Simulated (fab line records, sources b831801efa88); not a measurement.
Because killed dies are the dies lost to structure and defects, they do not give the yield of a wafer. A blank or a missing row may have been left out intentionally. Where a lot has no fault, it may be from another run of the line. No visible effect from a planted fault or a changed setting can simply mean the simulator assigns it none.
fab line records	flow sky130
record lots=12	wafers=36	last_day=51
route steps=708 shown CONTACT@430 METAL1@438 VIA1@459 PAD_OPEN@708
lots that met no fault: taken from a fault-free run of the same line
start_h: hours from the record's first day to the start of the lot's first wafer shown	wait_h: hours from the lot's prior step to this one	" same as the row above	L1.1+2: a single row standing in for several wafers	- either no value or no given start	* or withheld: withheld	< > ~ a bound
route shown NAME@n: NAME is a module with steps in the file, n the number in the route of the first one	usual: mean/standard deviation of fault-free wafers	same: alike in all rows	chamber/n: place in a boat	sites: each site's reading	_std_site: how widely they spread, as a standard deviation	_edge_site: outer sites' mean less inner sites'	radius_mm: how far each site lies from the wafer's centre	mask NAME#n: copy n	behind: the most recent tool/chamber to have shaped the wafer	hold: what put the lot on hold/how long, in hours/how the hold closed	device: whichever transistor did not switch (one of n, p or np)	end of line: tests of these same wafers at the route's end	for a step that has no rows: nothing shown but its recipe	killed: dies that structure and defects cost at the first sort, which is not the same as the wafer's yield	map: shows each die of a wafer: x if killed, . if not, _ if none is there
set.NAME: the setting the step ran with; set.NAME@STEP: the setting that earlier step ran with	model.NAME: the simulator's own value behind a step, which no gauge read
one table for each step of the route and one row for each wafer, over a sample of lots
services: the hour from which a tool's chamber was out of use, counted from the record's first day as start_h (under 0 if before that day), plus the number of hours and why
## steps
# step SKY_CONTACT_CVD_24
# recipe material=W	target_thk_nm=340	time_s=102.12	temp_c=400	pressure_torr=40
# usual heater_power_w=888/34
lot.wafer	tool	chamber	start_h	wait_h	heater_power_w
L423.2	cvd_w-01	1	758.14	0.0	849
L423.3	"	0	"	"	841
L423.4	"	1	"	"	841
L424.1	cvd_w-02	1	770.98	0.0	913
L424.4	"	1	"	"	899
L424.6	"	1	"	"	888
L425.1	cvd_w-02	1	785.02	0.0	897
L425.3	"	1	"	"	897
L425.5	"	1	"	"	910
L426.1	cvd_w-02	1	788.16	0.0	883
L426.4	"	0	"	"	920
L426.6	"	1	"	"	912
L428.1	cvd_w-02	1	795.61	0.0	902
L428.3	"	0	"	"	912
L428.6	"	0	"	"	926
L429.1	cvd_w-02	0	807.75	0.0	911
L429.2	"	1	"	"	922
L429.3	"	0	"	"	885
L433.2	cvd_w-01	0	833.12	0.0	843
L433.3	"	1	"	"	865
L433.5	"	1	"	"	843
L439.2	cvd_w-01	0	874.84	0.0	851
L439.3	"	0	"	"	850
L439.4	"	1	"	"	842
L440.3	cvd_w-02	0	890.15	0.1	908
L440.5	"	0	"	"	892
L440.6	"	1	"	"	918
L442.4	cvd_w-02	1	903.82	0.1	927
L442.5	"	1	"	"	918
L442.6	"	0	"	"	902
L445.1	cvd_w-02	1	917.91	0.0	921
L445.3	"	0	"	"	909
L445.4	"	1	"	"	927
L446.3	cvd_w-02	0	919.35	0.1	907
L446.4	"	1	"	"	898
L446.6	"	1	"	"	912
# step SKY_METAL1_SPUTTER_04
# recipe material=TiN	target_thk_nm=70	power_w=6500	time_s=58.3	chamber_pressure_pa=0.4
# usual cathode_dc_power_W=6500.0/1.1	throttle_valve_pct=30.1/1.2
lot.wafer	tool	chamber	start_h	wait_h	cathode_dc_power_W	throttle_valve_pct
L423.2	pvd_sputter-02	-	758.82	0.0	6498.9	29.2
L423.3	"	-	"	"	6500.4	30.8
L423.4	"	-	"	"	6500.6	29.1
L424.1	pvd_sputter-04	-	771.66	0.0	6499.0	28.1
L424.4	"	-	"	"	6500.0	29.9
L424.6	"	-	"	"	6499.5	28.5
L425.1	pvd_sputter-02	-	785.70	0.0	6498.2	29.0
L425.3	"	-	"	"	6498.8	29.7
L425.5	"	-	"	"	6500.4	29.7
L426.1	pvd_sputter-01	-	788.94	0.0	6500.1	31.4
L426.4	"	-	"	"	6500.6	31.4
L426.6	"	-	"	"	6499.4	31.3
L428.1	pvd_sputter-01	-	796.29	0.0	6500.9	31.2
L428.3	"	-	"	"	6499.4	31.3
L428.6	"	-	"	"	6500.5	30.9
L429.1	pvd_sputter-04	-	808.43	0.0	6500.2	28.6
L429.2	"	-	"	"	6501.2	30.0
L429.3	"	-	"	"	6500.7	30.6
L433.2	pvd_sputter-01	-	833.80	0.0	6499.7	31.3
L433.3	"	-	"	"	6500.1	31.6
L433.5	"	-	"	"	6499.7	31.4
L439.2	pvd_sputter-02	-	875.70	0.0	6501.3	28.6
L439.3	"	-	"	"	6499.5	29.8
L439.4	"	-	"	"	6500.6	29.2
L440.3	pvd_sputter-02	-	890.79	0.0	6500.8	29.1
L440.5	"	-	"	"	6501.5	30.5
L440.6	"	-	"	"	6500.4	29.3
L442.4	pvd_sputter-01	-	904.49	0.0	6501.6	31.8
L442.5	"	-	"	"	6499.2	31.4
L442.6	"	-	"	"	6500.3	31.6
L445.1	pvd_sputter-04	-	918.70	0.0	6499.8	30.8
L445.3	"	-	"	"	6500.9	29.7
L445.4	"	-	"	"	6500.0	28.4
L446.3	pvd_sputter-01	-	920.00	0.0	6499.7	31.5
L446.4	"	-	"	"	6500.2	31.8
L446.6	"	-	"	"	6499.7	31.8
# step SKY_METAL1_THK_MEAS_06
# recipe thk_meas_gauge=xrf	reads=AlCu_of_METAL1_SPUTTER_02
# usual METAL1_ALCU_THK=252/3.5
lot.wafer	tool	chamber	start_h	wait_h	METAL1_ALCU_THK[nm]
L423.2	film_metro-02	-	759.00	0.1	246
L423.3	"	-	"	"	247
L423.4	"	-	"	"	249
L424.1	film_metro-03	-	771.83	0.1	258
L424.4	"	-	"	"	256
L424.6	"	-	"	"	252
L425.1	film_metro-02	-	785.87	0.1	251
L425.3	"	-	"	"	248
L425.5	"	-	"	"	246
L426.1	film_metro-02	-	789.11	0.1	254
L426.4	"	-	"	"	253
L426.6	"	-	"	"	257
L428.1	film_metro-03	-	796.46	0.1	250
L428.3	"	-	"	"	250
L428.6	"	-	"	"	253
L429.1	film_metro-03	-	808.60	0.1	251
L429.2	"	-	"	"	253
L429.3	"	-	"	"	257
L433.2	film_metro-03	-	833.98	0.1	256
L433.3	"	-	"	"	257
L433.5	"	-	"	"	258
L439.2	film_metro-03	-	875.88	0.1	249
L439.3	"	-	"	"	226
L439.4	"	-	"	"	229
L440.3	film_metro-03	-	890.98	0.1	231
L440.5	"	-	"	"	252
L440.6	"	-	"	"	252
L442.4	film_metro-02	-	904.66	0.1	251
L442.5	"	-	"	"	252
L442.6	"	-	"	"	253
L445.1	film_metro-02	-	918.87	0.1	246
L445.3	"	-	"	"	249
L445.4	"	-	"	"	246
L446.3	film_metro-03	-	920.19	0.1	252
L446.4	"	-	"	"	253
L446.6	"	-	"	"	252
# step SKY_METAL1_DESCUM_17
# recipe chemistry=O2	source_power_w=150	bias_power_w=0	pressure_mtorr=10	temp_c=40	time_s=8
# usual drypump_motor_current_A=5.8/0.33	oes_product_au=0.988/0.01
lot.wafer	tool	chamber	start_h	wait_h	drypump_motor_current_A	oes_product_au	rf_hours_counter_h
L423.2	rie_metal-01	0	787.03	0.0	5.7	0.994	-
L423.3	"	0	"	"	5.7	1.000	-
L423.4	"	0	"	"	5.7	0.995	-
L424.1	rie_metal-02	1	799.92	0.0	5.9	0.987	14
L424.4	"	0	"	"	6.3	0.978	-
L424.6	"	1	"	"	5.9	0.981	-
L425.1	rie_metal-01	0	813.05	0.0	5.7	0.994	14
L425.3	"	0	"	"	5.7	1.010	-
L425.5	"	0	"	"	5.7	1.003	-
L426.1	rie_metal-04	1	816.05	0.0	5.2	0.965	4
L426.4	"	1	"	"	5.2	0.975	-
L426.6	"	1	"	"	5.2	0.979	-
L428.1	rie_metal-02	0	823.65	0.0	6.3	0.980	6
L428.3	"	0	"	"	6.3	0.979	-
L428.6	"	1	"	"	5.8	0.994	-
L429.1	rie_metal-01	0	835.90	0.0	5.6	1.000	16
L429.2	"	1	"	"	5.7	0.997	1
L429.3	"	0	"	"	5.7	1.000	-
L433.2	rie_metal-04	0	860.55	0.0	6.3	0.984	14
L433.3	"	0	"	"	6.3	0.985	-
L433.5	"	1	"	"	5.2	0.987	-
L439.2	rie_metal-04	0	902.62	0.0	6.3	0.994	16
L439.3	"	0	"	"	6.3	0.986	-
L439.4	"	1	"	"	5.2	0.977	-
L440.3	rie_metal-02	1	916.61	0.0	5.9	1.001	-
L440.5	"	1	"	"	5.9	0.996	-
L440.6	"	0	"	"	6.2	0.979	-
L442.4	rie_metal-04	0	930.16	0.0	6.3	0.978	-
L442.5	"	0	"	"	6.3	0.982	-
L442.6	"	1	"	"	5.2	0.984	-
L445.1	rie_metal-04	1	944.30	0.0	5.2	0.982	10
L445.3	"	0	"	"	6.3	0.979	-
L445.4	"	1	"	"	5.2	0.983	-
L446.3	rie_metal-02	1	945.81	0.0	5.9	0.984	-
L446.4	"	0	"	"	6.3	0.971	-
L446.6	"	1	"	"	5.8	0.990	-
# step SKY_VIA1_THK_MEAS_01
# recipe reads=SiO2_of_VIA1_HDPCVD_00
# usual VIA1_HDPCVD_THK=1035/13
lot.wafer	tool	chamber	start_h	wait_h	VIA1_HDPCVD_THK[nm]
L423.2	film_metro-01	-	788.20	0.1	1034
L423.3	"	-	"	"	1044
L423.4	"	-	"	"	1054
L424.1	film_metro-02	-	800.81	0.1	1045
L424.4	"	-	"	"	1051
L424.6	"	-	"	"	1043
L425.1	film_metro-01	-	814.16	0.1	1032
L425.3	"	-	"	"	1026
L425.5	"	-	"	"	1025
L426.1	film_metro-01	-	816.96	0.1	1015
L426.4	"	-	"	"	1017
L426.6	"	-	"	"	1023
L428.1	film_metro-04	-	824.54	0.1	1012
L428.3	"	-	"	"	1044
L428.6	"	-	"	"	1024
L429.1	film_metro-04	-	836.78	0.1	1045
L429.2	"	-	"	"	1041
L429.3	"	-	"	"	1041
L433.2	film_metro-02	-	861.45	0.1	1011
L433.3	"	-	"	"	1009
L433.5	"	-	"	"	1013
L439.2	film_metro-01	-	903.58	0.1	1039
L439.3	"	-	"	"	1043
L439.4	"	-	"	"	1047
L440.3	film_metro-04	-	917.51	0.1	1038
L440.5	"	-	"	"	1043
L440.6	"	-	"	"	1033
L442.4	film_metro-01	-	931.07	0.0	1033
L442.5	"	-	"	"	1047
L442.6	"	-	"	"	1026
L445.1	film_metro-04	-	945.19	0.1	1027
L445.3	"	-	"	"	1044
L445.4	"	-	"	"	1050
L446.3	film_metro-01	-	946.71	0.1	1020
L446.4	"	-	"	"	1028
L446.6	"	-	"	"	1012
# step SKY_PAD_OPEN_PROBE_99
# usual defect_limited_yield=82.7/1.9	killed_at_M0_to_M3=44/7.2	killed_at_M4_up=2.9/1.8	killed_at_contacts=24/5.2	killed_at_front_end=15/4	killed_at_other=0.2/0.49	killed_dies=85/9.1	killed_open=47/6.8	killed_short=38/5.7	sort_bin_3_pad_short=0.9/0.44	sort_bin_5_function=10.3/1.4	sort_bin_6_memory=6.2/1.1	sort_n_pass=407/9.1	sort_yield_pct=82.7/1.9
# same gross_dies=492	killed_at_back_side=0	sort_bin_4_leakage[%]=0	sort_bin_8_speed[%]=0
lot.wafer	tool	chamber	start_h	wait_h	defect_limited_yield[%]	killed_at_M0_to_M3	killed_at_M4_up	killed_at_contacts	killed_at_front_end	killed_at_other	killed_dies	killed_open	killed_short	sort_bin_3_pad_short[%]	sort_bin_5_function[%]	sort_bin_6_memory[%]	sort_n_pass	sort_yield_pct[%]
L439.2	prober-02	-	1186.62	0.1	79.7	47	3	37	13	0	100	59	41	1.0	12.2	7.1	392	79.7
L439.3	prober-02	-	1186.67	0.2	81.9	41	5	27	16	0	89	49	40	0.8	11.8	5.5	403	81.9
L439.4	prober-02	-	1186.72	0.2	82.3	43	2	30	12	0	87	48	39	1.4	9.3	6.9	405	82.3
# killed by level:class
L439.2 CONTACT:geometric_particle:open=12 VIA1:geometric_particle:open=12 LI_CONTACT:geometric_particle:open=10 VIA2:geometric_particle:open=8 METAL2:geometric_particle:short=8 CONTACT:geometric_particle:short=6 FIELD_ISO:geometric_particle:open=5 LOCAL_INTERCONNECT:geometric_particle:short=4
L439.3 CONTACT:geometric_particle:open=14 LI_CONTACT:geometric_particle:open=9 VIA1:geometric_particle:open=9 VIA1:geometric_particle:short=6 VIA3:geometric_particle:open=5 METAL1:geometric_particle:short=4 METAL2:geometric_particle:short=4 VIA2:geometric_particle:short=4
L439.4 CONTACT:geometric_particle:open=9 VIA3:geometric_particle:open=9 LI_CONTACT:geometric_particle:open=7 CONTACT:geometric_particle:short=7 VIA1:geometric_particle:open=7 METAL1:geometric_particle:short=6 LOCAL_INTERCONNECT:geometric_particle:short=5 VIA1:geometric_particle:short=5
## services
tool	chamber	start_h	hours	kind
pvd_sputter-02	-	744.56	13.8	repair
pvd_sputter-02	-	753.37	1.3	repair
pvd_sputter-02	-	769.51	2.3	repair
rie_metal-01	1	778.87	-	clean
rie_metal-01	1	778.87	16.0	scheduled_down
rie_metal-01	1	778.87	16.0	vent_cycle
cvd_w-01	-	781.11	28.1	pm
pvd_sputter-04	-	801.15	5.0	repair
rie_metal-01	1	803.30	20.7	repair
pvd_sputter-04	-	810.33	0.9	repair
rie_metal-04	-	821.41	0.3	repair
cvd_w-01	-	832.26	0.4	repair
rie_metal-04	-	833.85	0.6	repair
rie_metal-02	1	843.52	-	clean
rie_metal-02	1	843.52	19.2	scheduled_down
rie_metal-02	1	843.52	19.2	vent_cycle
rie_metal-01	-	845.10	1.6	repair
pvd_sputter-04	-	850.83	2.8	repair
cvd_w-02	-	862.20	14.6	pm
rie_metal-01	0	862.23	-	clean
rie_metal-01	0	862.23	22.7	scheduled_down
rie_metal-01	0	862.23	22.7	vent_cycle
cvd_w-01	-	904.00	14.0	pm
cvd_w-01	0	904.00	14.0	vent_cycle
## key
first_sign step=SKY_METAL1_THK_MEAS_06	reading=METAL1_ALCU_THK	direction=down	sigmas=6.8	usual=252	struck=229
effect none on later readings
met_at SKY_METAL1_SPUTTER_04
struck_lots L439,L440
struck_wafers L439.3,L439.4,L440.3
not_acting_at SKY_CONTACT_CVD_24,SKY_METAL1_DESCUM_17,SKY_VIA1_THK_MEAS_01
onset_between 785.70 875.70
fault kind=process_parameter_drift	tool=pvd_sputter-02	chamber=-	onset_h=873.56	steps=SKY_METAL1_SPUTTER_04	channel=time_s	offset=*	shape=step	end_h=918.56	scope=struck_wafers_only	acts_in=*	stated=*
